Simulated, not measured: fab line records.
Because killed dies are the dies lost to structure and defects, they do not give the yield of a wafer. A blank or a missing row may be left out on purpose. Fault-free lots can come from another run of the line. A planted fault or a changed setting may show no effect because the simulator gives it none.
fab line records :: flow sky130
record:
  lots: 4
  wafers: 12
  last_day: 49
route steps=708 shown METAL1@441 VIA1@458 PAD_OPEN@708
lots that met no fault: taken from a fault-free run of the same line
start_h: hours from the record's first day to the start of the lot's first wafer shown :: wait_h: time in hours since the lot's previous step :: " repeats the value in the row above :: L1.1+2: one row covering several wafers at once :: - no value, or no start given :: * or withheld: withheld :: < > ~ a bound
route shown NAME@n: names a module that has steps shown in the file, with the first one's number in the route :: usual: the fault-free wafers' mean and standard deviation :: same: alike in all rows :: chamber/n: place in a boat :: sites: per-site readings :: _std_site: the values' standard deviation :: _edge_site: outer sites' mean less inner sites' :: radius_mm: how far each site lies from the wafer's centre :: mask NAME#n: copy n :: behind: the most recent tool/chamber to have shaped the wafer :: hold: what put the lot on hold/how long, in hours/how the hold closed :: device: transistor that didn't switch, given as n, p or np :: end of line: tests run on the same wafers once the route is complete :: a step without rows: its recipe alone :: killed: dies lost to structure and defects at the first sort, not the wafer's yield :: map: the dies of a wafer, with x for killed, . for not killed, _ for no die there
set.NAME: setting as actually run; set.NAME@STEP: the setting as run at that earlier step :: model.NAME: the simulator's own value behind a step, which no gauge read
lots at selected steps of the route; one table per step, one row per wafer
services: from which hour (start_h, from the record's first day; less than 0 if before it) a tool's chamber was out of use, for how many hours, and why
== steps ==
step: SKY_METAL1_DEHYDRATE_07
recipe:
  temp_c: 200
  time_s: 60
step: SKY_METAL1_HMDS_08
recipe:
  prime_time_s: 60
  prime_temp_c: 120
step: SKY_METAL1_COAT_09
recipe:
  resist: BARC
  temp_c: withheld
  time_s: withheld
  spin_rpm: 3000
  resist_thk_nm: 60
step: SKY_METAL1_COAT_10
recipe:
  resist: KrF-thick
  spin_rpm: 3000
  resist_thk_nm: 450
step: SKY_METAL1_SOFTBAKE_11
recipe:
  temp_c: 100
  time_s: 90
  resist: KrF-thick
step: SKY_METAL1_EXPOSE_12
recipe:
  mask_id: MM1
  na: 0.8
  source_shape: annular
  sigma_inner: 0.55
  sigma_outer: 0.85
  target_cd_nm: 140
  dose_mj: 28
step: SKY_METAL1_PEB_13
recipe:
  peb_temp_c: withheld
  peb_time_s: withheld
  resist: KrF-thick
step: SKY_METAL1_DEVELOP_14
recipe:
  develop_time_s: 60
  resist: KrF-thick
  dev_temp_c: 22
step: SKY_METAL1_DESCUM_17
recipe:
  chemistry: O2
  source_power_w: 150
  bias_power_w: 0
  pressure_mtorr: 10
  temp_c: 40
  time_s: 8
step: SKY_METAL1_ETCH_18
recipe:
  chemistry: N2/H2
  target: BARC
  ion_energy_ev: 200
  bias_w: 100
  pressure_mtorr: 30
  n2_flow_sccm: 100
  h2_flow_sccm: 200
  icp_w: 500
  stop_on: SiO2
  time_s: 45.9
  target_depth_a: 600
usual:
  drypump_motor_current_A: 5.87/0.19
  oes_product_au: 0.854/0.0049
  rf_fwd_power_W: 495.9/1.8
  throttle_valve_pct: 13.224/0.01
same:
  time_s: 45.9
lot.wafer: L233.3
tool: rie_metal-04
chamber: 1
start_h: 775.34
wait_h: 0.0
drypump_motor_current_A: 5.78
oes_product_au: 0.856
rf_fwd_power_W: 497.8
rf_hours_counter_h: -
throttle_valve_pct: 13.231

lot.wafer: L233.5
tool: rie_metal-04
chamber: 1
start_h: 775.34
wait_h: 0.0
drypump_motor_current_A: 5.77
oes_product_au: 0.854
rf_fwd_power_W: 497.0
rf_hours_counter_h: -
throttle_valve_pct: 13.228

lot.wafer: L233.6
tool: rie_metal-04
chamber: 0
start_h: 775.34
wait_h: 0.0
drypump_motor_current_A: 6.10
oes_product_au: 0.853
rf_fwd_power_W: 493.7
rf_hours_counter_h: -
throttle_valve_pct: 13.237

lot.wafer: L243.1
tool: rie_metal-02
chamber: 1
start_h: 864.13
wait_h: 0.0
drypump_motor_current_A: 5.85
oes_product_au: 0.852
rf_fwd_power_W: 495.9
rf_hours_counter_h: 11
throttle_valve_pct: 13.214

lot.wafer: L243.3
tool: rie_metal-02
chamber: 1
start_h: 864.13
wait_h: 0.0
drypump_motor_current_A: 5.81
oes_product_au: 0.862
rf_fwd_power_W: 496.8
rf_hours_counter_h: -
throttle_valve_pct: 13.217

lot.wafer: L243.4
tool: rie_metal-02
chamber: 0
start_h: 864.13
wait_h: 0.0
drypump_motor_current_A: 5.94
oes_product_au: 0.846
rf_fwd_power_W: 493.9
rf_hours_counter_h: -
throttle_valve_pct: 13.221

lot.wafer: L246.1
tool: rie_metal-02
chamber: 1
start_h: 892.68
wait_h: 0.0
drypump_motor_current_A: 5.82
oes_product_au: 0.857
rf_fwd_power_W: 500.1
rf_hours_counter_h: 12
throttle_valve_pct: 13.216

lot.wafer: L246.3
tool: rie_metal-02
chamber: 0
start_h: 892.68
wait_h: 0.0
drypump_motor_current_A: 5.89
oes_product_au: 0.847
rf_fwd_power_W: 495.4
rf_hours_counter_h: -
throttle_valve_pct: 13.210

lot.wafer: L246.4
tool: rie_metal-02
chamber: 1
start_h: 892.68
wait_h: 0.0
drypump_motor_current_A: 5.80
oes_product_au: 0.847
rf_fwd_power_W: 498.2
rf_hours_counter_h: -
throttle_valve_pct: 13.215

lot.wafer: L249.1
tool: rie_metal-02
chamber: 1
start_h: 903.45
wait_h: 0.0
drypump_motor_current_A: 5.85
oes_product_au: 0.850
rf_fwd_power_W: 494.4
rf_hours_counter_h: 13
throttle_valve_pct: 13.206

lot.wafer: L249.2
tool: rie_metal-02
chamber: 0
start_h: 903.45
wait_h: 0.0
drypump_motor_current_A: 5.96
oes_product_au: 0.847
rf_fwd_power_W: 494.4
rf_hours_counter_h: 13
throttle_valve_pct: 13.226

lot.wafer: L249.6
tool: rie_metal-02
chamber: 0
start_h: 903.45
wait_h: 0.0
drypump_motor_current_A: 5.93
oes_product_au: 0.857
rf_fwd_power_W: 498.2
rf_hours_counter_h: -
throttle_valve_pct: 13.216
step: SKY_METAL1_METAL_ETCH_19
recipe:
  target_depth_a: 3600
  stop_on: SiO2
  over_etch_frac: 0.3
  time_s: 78
  chemistry: Cl2/BCl3
  resist_sidewall_deg: 88
  pressure_mtorr: 10
  icp_w: 900
  bias_w: 48.5
  Cl2_flow_sccm: 60
  bcl3_flow_sccm: 30
step: SKY_METAL1_STRIP_20
recipe:
  chemistry: O2/N2
  power_w: 1400
  pressure_mtorr: 1500
  platen_temp_c: withheld
  o2_flow_sccm: 3000
  n2_flow_sccm: 300
  overash_fraction: 0.5
step: SKY_METAL1_STRIP_21
recipe:
  chemistry: post_etch_residue_remover
  time_s: 1200
  temp_c: 72.5
step: SKY_METAL1_CLEAN_22
recipe:
  chemistry: IPA
  time_s: 180
  temp_c: 25
step: SKY_METAL1_CLEAN_23
recipe:
  chemistry: O3/DIW
  dry: n2_spin
step: SKY_VIA1_HDPCVD_00
recipe:
  material: SiO2
  target_thk_nm: 1030
  sigma_open_frac: 0.3
  time_s: 171.7
  temp_c: 400
  sih4_flow_sccm: 60
  pressure_mtorr: 6
step: SKY_VIA1_CMP_02
recipe:
  material: SiO2
  down_force_psi: 4
  platen_rpm: 60
  pad_velocity_m_s: 0.94248
step: SKY_VIA1_DEHYDRATE_04
recipe:
  temp_c: 200
  time_s: 60
step: SKY_VIA1_HMDS_05
recipe:
  prime_time_s: 60
  prime_temp_c: 120
step: SKY_VIA1_COAT_06
recipe:
  resist: BARC
  temp_c: withheld
  time_s: withheld
  spin_rpm: 3000
  resist_thk_nm: 60
step: SKY_VIA1_COAT_07
recipe:
  resist: KrF-thick
  spin_rpm: 3000
  resist_thk_nm: 450
step: SKY_VIA1_SOFTBAKE_08
recipe:
  temp_c: 100
  time_s: 88.51
  resist: KrF-thick
step: SKY_VIA1_EXPOSE_09
recipe:
  mask_id: VIM
  na: 0.8
  source_shape: annular
  sigma_inner: 0.55
  sigma_outer: 0.85
  target_cd_nm: 150
  dose_mj: 38
step: SKY_VIA1_PEB_10
recipe:
  peb_temp_c: withheld
  peb_time_s: withheld
  resist: KrF-thick
step: SKY_VIA1_DEVELOP_11
recipe:
  develop_time_s: 60
  resist: KrF-thick
  dev_temp_c: 21
step: SKY_VIA1_ETCH_14
recipe:
  chemistry: N2/H2
  target: BARC
  ion_energy_ev: 200
  source_w: 500
  bias_w: 100
  pressure_mtorr: 30
  n2_flow_sccm: 100
  h2_flow_sccm: 200
  stop_on: SiO2
  time_s: 45.9
  target_depth_a: 600
step: SKY_VIA1_ETCH_15
recipe:
  target: SiO2
  chemistry: C4F8/O2/Ar
  target_depth_nm: 351
  stop_on: TiN
  mask_material: KrF-thick
  source_w: 1500
  bias_w: 1200
  pressure_mtorr: 40
  c4f8_flow_sccm: withheld
  O2_flow_sccm: 6
  Ar_flow_sccm: 300
  time_s: 54
step: SKY_VIA1_STRIP_16
recipe:
  chemistry: O2/N2
  power_w: 1400
  pressure_mtorr: 1500
  platen_temp_c: withheld
  o2_flow_sccm: 3000
  n2_flow_sccm: 300
  overash_fraction: 0.5
step: SKY_VIA1_STRIP_17
recipe:
  chemistry: post_etch_residue_remover
  time_s: 1200
  temp_c: 72.5
step: SKY_VIA1_CLEAN_18
recipe:
  chemistry: IPA
  time_s: 180
  temp_c: 25
step: SKY_VIA1_CLEAN_19
recipe:
  chemistry: O3/DIW
  dry: n2_spin
step: SKY_VIA1_SPUTTER_20
recipe:
  material: TiN
  target_thk_nm: 20
  chamber_pressure_pa: 5
  power_w: 4000
  time_s: 80
step: SKY_VIA1_CVD_21
recipe:
  material: W
  target_thk_nm: 270
  time_s: 80.902
  temp_c: 400
  pressure_torr: 40
step: SKY_PAD_OPEN_PROBE_99
usual:
  defect_limited_yield: 82.1/1.8
  killed_at_M0_to_M3: 44/6.2
  killed_at_M4_up: 3.3/1.8
  killed_at_contacts: 25/5.8
  killed_at_front_end: 15/4
  killed_at_other: 0.3/0.49
  killed_dies: 88/8.8
  killed_on_rim: 17/3.6
  killed_open: 48/6.5
  killed_short: 39/6.3
  sort_bin_3_pad_short: 0.9/0.41
  sort_bin_5_function: 10.6/1.4
  sort_bin_6_memory: 6.4/1.1
  sort_n_pass: 404/8.8
  sort_yield_pct: 82.1/1.8
same:
  gross_dies: 492
  killed_at_back_side: 0
  sort_bin_4_leakage[%]: 0
  sort_bin_8_speed[%]: 0
lot.wafer: L233.3
tool: prober-01
chamber: -
start_h: 1085.71
wait_h: 0.2
defect_limited_yield[%]: 83.7
killed_at_M0_to_M3: 36
killed_at_M4_up: 3
killed_at_contacts: 26
killed_at_front_end: 15
killed_at_other: 0
killed_dies: 80
killed_on_rim: 12
killed_open: 44
killed_short: 36
sort_bin_3_pad_short[%]: 0.2
sort_bin_5_function[%]: 9.3
sort_bin_6_memory[%]: 6.7
sort_n_pass: 412
sort_yield_pct[%]: 83.7
model.etest.tester.sort_n_pass: 412
model.etest.tester.sort_yield_pct: 83.74
model.etest.tester.sort_bin_5_pct: 9.35
model.etest.tester.sort_bin_3_pct: 0.2033

lot.wafer: L233.5
tool: prober-01
chamber: -
start_h: 1085.81
wait_h: 0.2
defect_limited_yield[%]: 82.9
killed_at_M0_to_M3: 40
killed_at_M4_up: 1
killed_at_contacts: 30
killed_at_front_end: 13
killed_at_other: 0
killed_dies: 84
killed_on_rim: 15
killed_open: 54
killed_short: 29
sort_bin_3_pad_short[%]: 1.0
sort_bin_5_function[%]: 10.6
sort_bin_6_memory[%]: 5.5
sort_n_pass: 408
sort_yield_pct[%]: 82.9
model.etest.tester.sort_n_pass: 408
model.etest.tester.sort_yield_pct: 82.93
model.etest.tester.sort_bin_5_pct: 10.57
model.etest.tester.sort_bin_3_pct: 1.016

lot.wafer: L233.6
tool: prober-01
chamber: -
start_h: 1085.86
wait_h: 0.2
defect_limited_yield[%]: 82.7
killed_at_M0_to_M3: 43
killed_at_M4_up: 0
killed_at_contacts: 16
killed_at_front_end: 26
killed_at_other: 0
killed_dies: 85
killed_on_rim: 10
killed_open: 48
killed_short: 37
sort_bin_3_pad_short[%]: 0.4
sort_bin_5_function[%]: 10.4
sort_bin_6_memory[%]: 6.5
sort_n_pass: 407
sort_yield_pct[%]: 82.7
model.etest.tester.sort_n_pass: 407
model.etest.tester.sort_yield_pct: 82.72
model.etest.tester.sort_bin_5_pct: 10.37
model.etest.tester.sort_bin_3_pct: 0.4065

lot.wafer: L243.1
tool: prober-01
chamber: -
start_h: 1153.06
wait_h: 0.1
defect_limited_yield[%]: 82.3
killed_at_M0_to_M3: 46
killed_at_M4_up: 2
killed_at_contacts: 24
killed_at_front_end: 14
killed_at_other: 1
killed_dies: 87
killed_on_rim: 16
killed_open: 54
killed_short: 33
sort_bin_3_pad_short[%]: 1.0
sort_bin_5_function[%]: 10.0
sort_bin_6_memory[%]: 6.7
sort_n_pass: 405
sort_yield_pct[%]: 82.3
model.etest.tester.sort_n_pass: 405
model.etest.tester.sort_yield_pct: 82.32
model.etest.tester.sort_bin_5_pct: 9.959
model.etest.tester.sort_bin_3_pct: 1.016

lot.wafer: L243.3
tool: prober-01
chamber: -
start_h: 1153.16
wait_h: 0.2
defect_limited_yield[%]: 83.9
killed_at_M0_to_M3: 43
killed_at_M4_up: 4
killed_at_contacts: 20
killed_at_front_end: 12
killed_at_other: 0
killed_dies: 79
killed_on_rim: 17
killed_open: 47
killed_short: 32
sort_bin_3_pad_short[%]: 0.8
sort_bin_5_function[%]: 9.1
sort_bin_6_memory[%]: 6.1
sort_n_pass: 413
sort_yield_pct[%]: 83.9
model.etest.tester.sort_n_pass: 413
model.etest.tester.sort_yield_pct: 83.94
model.etest.tester.sort_bin_5_pct: 9.146
model.etest.tester.sort_bin_3_pct: 0.813

lot.wafer: L243.4
tool: prober-01
chamber: -
start_h: 1153.21
wait_h: 0.2
defect_limited_yield[%]: 80.3
killed_at_M0_to_M3: 51
killed_at_M4_up: 3
killed_at_contacts: 26
killed_at_front_end: 17
killed_at_other: 0
killed_dies: 97
killed_on_rim: 19
killed_open: 57
killed_short: 40
sort_bin_3_pad_short[%]: 0.8
sort_bin_5_function[%]: 10.8
sort_bin_6_memory[%]: 8.1
sort_n_pass: 395
sort_yield_pct[%]: 80.3
model.etest.tester.sort_n_pass: 395
model.etest.tester.sort_yield_pct: 80.28
model.etest.tester.sort_bin_5_pct: 10.77
model.etest.tester.sort_bin_3_pct: 0.813

lot.wafer: L246.1
tool: prober-02
chamber: -
start_h: 1176.36
wait_h: 0.1
defect_limited_yield[%]: 72.8
killed_at_M0_to_M3: 90
killed_at_M4_up: 5
killed_at_contacts: 20
killed_at_front_end: 19
killed_at_other: 0
killed_dies: 134
killed_on_rim: 13
killed_open: 45
killed_short: 34
sort_bin_3_pad_short[%]: 2.6
sort_bin_5_function[%]: 17.7
sort_bin_6_memory[%]: 6.9
sort_n_pass: 358
sort_yield_pct[%]: 72.8
model.etest.tester.sort_n_pass: 358
model.etest.tester.sort_yield_pct: 72.76
model.etest.tester.sort_bin_5_pct: 17.68
model.etest.tester.sort_bin_3_pct: 2.642

lot.wafer: L246.3
tool: prober-02
chamber: -
start_h: 1176.46
wait_h: 0.2
defect_limited_yield[%]: 83.3
killed_at_M0_to_M3: 33
killed_at_M4_up: 6
killed_at_contacts: 32
killed_at_front_end: 11
killed_at_other: 0
killed_dies: 82
killed_on_rim: 14
killed_open: 45
killed_short: 37
sort_bin_3_pad_short[%]: 0.4
sort_bin_5_function[%]: 10.0
sort_bin_6_memory[%]: 6.3
sort_n_pass: 410
sort_yield_pct[%]: 83.3
model.etest.tester.sort_n_pass: 410
model.etest.tester.sort_yield_pct: 83.33
model.etest.tester.sort_bin_5_pct: 9.959
model.etest.tester.sort_bin_3_pct: 0.4065

lot.wafer: L246.4
tool: prober-02
chamber: -
start_h: 1176.51
wait_h: 0.2
defect_limited_yield[%]: 72.4
killed_at_M0_to_M3: 96
killed_at_M4_up: 5
killed_at_contacts: 26
killed_at_front_end: 9
killed_at_other: 0
killed_dies: 136
killed_on_rim: 18
killed_open: 44
killed_short: 31
sort_bin_3_pad_short[%]: 2.4
sort_bin_5_function[%]: 17.7
sort_bin_6_memory[%]: 7.5
sort_n_pass: 356
sort_yield_pct[%]: 72.4
model.etest.tester.sort_n_pass: 356
model.etest.tester.sort_yield_pct: 72.36
model.etest.tester.sort_bin_5_pct: 17.68
model.etest.tester.sort_bin_3_pct: 2.439

lot.wafer: L249.1
tool: prober-02
chamber: -
start_h: 1182.67
wait_h: 0.1
defect_limited_yield[%]: 72.8
killed_at_M0_to_M3: 98
killed_at_M4_up: 1
killed_at_contacts: 24
killed_at_front_end: 11
killed_at_other: 0
killed_dies: 134
killed_on_rim: 17
killed_open: 46
killed_short: 37
sort_bin_3_pad_short[%]: 1.6
sort_bin_5_function[%]: 19.3
sort_bin_6_memory[%]: 6.3
sort_n_pass: 358
sort_yield_pct[%]: 72.8
model.etest.tester.sort_n_pass: 358
model.etest.tester.sort_yield_pct: 72.76
model.etest.tester.sort_bin_5_pct: 19.31
model.etest.tester.sort_bin_3_pct: 1.626

lot.wafer: L249.2
tool: prober-02
chamber: -
start_h: 1182.72
wait_h: 0.1
defect_limited_yield[%]: 80.1
killed_at_M0_to_M3: 46
killed_at_M4_up: 5
killed_at_contacts: 23
killed_at_front_end: 23
killed_at_other: 1
killed_dies: 98
killed_on_rim: 21
killed_open: 60
killed_short: 35
sort_bin_3_pad_short[%]: 1.8
sort_bin_5_function[%]: 12.0
sort_bin_6_memory[%]: 6.1
sort_n_pass: 394
sort_yield_pct[%]: 80.1
model.etest.tester.sort_n_pass: 394
model.etest.tester.sort_yield_pct: 80.08
model.etest.tester.sort_bin_5_pct: 11.99
model.etest.tester.sort_bin_3_pct: 1.829

lot.wafer: L249.6
tool: prober-02
chamber: -
start_h: 1182.92
wait_h: 0.2
defect_limited_yield[%]: 83.3
killed_at_M0_to_M3: 43
killed_at_M4_up: 3
killed_at_contacts: 26
killed_at_front_end: 10
killed_at_other: 0
killed_dies: 82
killed_on_rim: 19
killed_open: 42
killed_short: 39
sort_bin_3_pad_short[%]: 0.2
sort_bin_5_function[%]: 9.6
sort_bin_6_memory[%]: 6.9
sort_n_pass: 410
sort_yield_pct[%]: 83.3
model.etest.tester.sort_n_pass: 410
model.etest.tester.sort_yield_pct: 83.33
model.etest.tester.sort_bin_5_pct: 9.553
model.etest.tester.sort_bin_3_pct: 0.2033
killed by level:class
L233.3 CONTACT:geometric_particle:open=12 VIA3:geometric_particle:open=7 METAL2:geometric_particle:short=6 CONTACT:geometric_particle:short=5 VIA1:geometric_particle:open=5 FIELD_ISO:geometric_particle:short=4 LI_CONTACT:geometric_particle:open=4 POLY_GATE:geometric_particle:open=3
L233.5 CONTACT:geometric_particle:open=10 VIA2:geometric_particle:open=9 VIA3:geometric_particle:open=9 LI_CONTACT:geometric_particle:open=8 VIA1:geometric_particle:open=5 LOCAL_INTERCONNECT:geometric_particle:short=5 VIA1:geometric_particle:short=4 VIA3:geometric_particle:short=4
L233.6 VIA1:geometric_particle:open=10 POLY_GATE:geometric_particle:open=8 VIA2:geometric_particle:open=8 VIA1:geometric_particle:short=7 VIA3:geometric_particle:open=7 POLY_GATE:geometric_particle:short=6 LOCAL_INTERCONNECT:geometric_particle:short=5 FIELD_ISO:geometric_particle:open=4
L243.1 VIA2:geometric_particle:open=13 CONTACT:geometric_particle:open=13 VIA1:geometric_particle:open=7 VIA1:geometric_particle:short=7 FIELD_ISO:geometric_particle:short=6 VIA3:geometric_particle:open=6 CONTACT:geometric_particle:short=5 FIELD_ISO:geometric_particle:open=4
L243.3 CONTACT:geometric_particle:open=10 VIA2:geometric_particle:open=9 VIA1:geometric_particle:open=7 METAL1:geometric_particle:short=6 LI_CONTACT:geometric_particle:open=5 FIELD_ISO:geometric_particle:short=4 POLY_GATE:geometric_particle:short=4 VIA3:geometric_particle:open=4
L243.4 VIA2:geometric_particle:open=12 CONTACT:geometric_particle:open=11 VIA3:geometric_particle:open=11 VIA1:geometric_particle:open=10 FIELD_ISO:geometric_particle:open=6 CONTACT:geometric_particle:short=6 FIELD_ISO:geometric_particle:short=4 LOCAL_INTERCONNECT:geometric_particle:short=4
L246.1 METAL1:unspecified=53 VIA3:geometric_particle:open=7 VIA2:geometric_particle:open=6 CONTACT:geometric_particle:open=6 CONTACT:geometric_particle:short=6 LI_CONTACT:geometric_particle:open=5 METAL1:geometric_particle:short=5 VIA1:geometric_particle:open=5
L246.3 CONTACT:geometric_particle:open=11 LI_CONTACT:geometric_particle:open=8 VIA1:geometric_particle:open=7 METAL1:geometric_particle:short=6 VIA2:geometric_particle:open=6 POLY_GATE:geometric_particle:short=5 METAL4:geometric_particle:short=5 CONTACT:geometric_particle:short=5
L246.4 METAL1:unspecified=61 CONTACT:geometric_particle:open=11 VIA1:geometric_particle:open=9 LI_CONTACT:geometric_particle:open=8 METAL1:geometric_particle:short=7 VIA2:geometric_particle:short=5 VIA3:geometric_particle:open=5 POLY_GATE:geometric_particle:short=4
L249.1 METAL1:unspecified=51 VIA1:geometric_particle:open=16 CONTACT:geometric_particle:open=9 METAL1:geometric_particle:short=7 METAL2:geometric_particle:short=6 VIA2:geometric_particle:open=6 CONTACT:geometric_particle:short=5 LOCAL_INTERCONNECT:geometric_particle:short=5
L249.2 VIA2:geometric_particle:open=10 VIA3:geometric_particle:open=10 CONTACT:geometric_particle:open=9 FIELD_ISO:geometric_particle:open=7 POLY_GATE:geometric_particle:open=7 METAL2:geometric_particle:short=6 LI_CONTACT:geometric_particle:open=6 VIA1:geometric_particle:open=6
L249.6 LI_CONTACT:geometric_particle:open=10 VIA3:geometric_particle:open=9 CONTACT:geometric_particle:open=7 CONTACT:geometric_particle:short=6 VIA2:geometric_particle:short=5 VIA1:geometric_particle:short=5 METAL1:geometric_particle:short=4 VIA1:geometric_particle:open=4
map L246.4 (x killed, . not)
__________.x..x....._________
________..x........x.._______
______.....xx.........xx_____
_____...xx.......x.x.....____
____.......x...........x.x___
___...x..........x.x.......__
__......x...xx..x..xx......._
_.................xxx..x.....
_...x.......x........x.x.....
_x.x.............x.x......x..
_xx........x.......xx........
_...xx....x....x.............
_.............xx.x.....xx....
_x......x...x.x.xxxx.........
_.......x..xx.xxxxxx......x..
__.....x.x.xxxxxxxxxxx...x.._
___xx.......xxxxxxxxxx.....__
____......x.xxxxxxxxxx....___
_____.x.....xxxxxxxxx.x..____
______.x.x.xx.xxxxxx...._____
________.....xxxx.x..._______
__________x.x.x.x..._________
map L249.1 (x killed, . not)
__________.........._________
________..x....x..x.x._______
______.x.x.xx...x......._____
_____x..xx.x...x.x...xx..____
____......................___
___..x.....x...x...x.x.x..x__
__.......x.xx....x.......x.._
_xx......x..x.x......x...xx..
_.x.x..........x.....x....x..
_...........x....x...........
_...x...xxx...xx..x..x.x....x
_......x.....................
_...............x...........x
_..x.........x.xxx..x...xx...
_.......x...x.xxxxx.....xx...
__.x..x......xxxxxxx.x......_
___..x..x..xxxxxxxxxxx....x__
____.....x.xxxxxxxxxx.x.x.___
_____......x.xxxxxx......____
______...x...xxx.xxx.x.._____
________...xx..x..xx.._______
__________.....xxx.._________
== services ==
tool: rie_metal-04
chamber: -
start_h: 854.00
hours: 4.0
kind: pm

tool: rie_metal-04
chamber: -
start_h: 876.62
hours: 2.8
kind: pm

tool: rie_metal-04
chamber: 0
start_h: 880.25
hours: -
kind: clean

tool: rie_metal-04
chamber: 0
start_h: 880.25
hours: 25.7
kind: scheduled_down

tool: rie_metal-04
chamber: 0
start_h: 880.25
hours: 25.7
kind: vent_cycle
== key ==
first_sign:
  step: SKY_PAD_OPEN_PROBE_99
  reading: killed_at_M0_to_M3
  direction: up
  sigmas: 8.2
  usual: 44
  struck: 95
effect:
  step: SKY_PAD_OPEN_PROBE_99
  reading: sort_bin_5_function
  direction: up
  sigmas: 5.4
  usual: 10.6
  struck: 18.2
model_effect:
  step: SKY_PAD_OPEN_PROBE_99
  value: etest.tester.sort_n_pass
  without: 405.3
  struck: 357.3
met_at SKY_METAL1_ETCH_18
struck_wafers L246.1,L246.4,L249.1
onset_between 864.13 892.68
fault:
  kind: chamber_particle_source
  tool: rie_metal-02
  chamber: 1
  onset_h: 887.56
  steps: SKY_METAL1_ETCH_18
  rate_per_visit_cm2: 0.8903
  end_h: 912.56
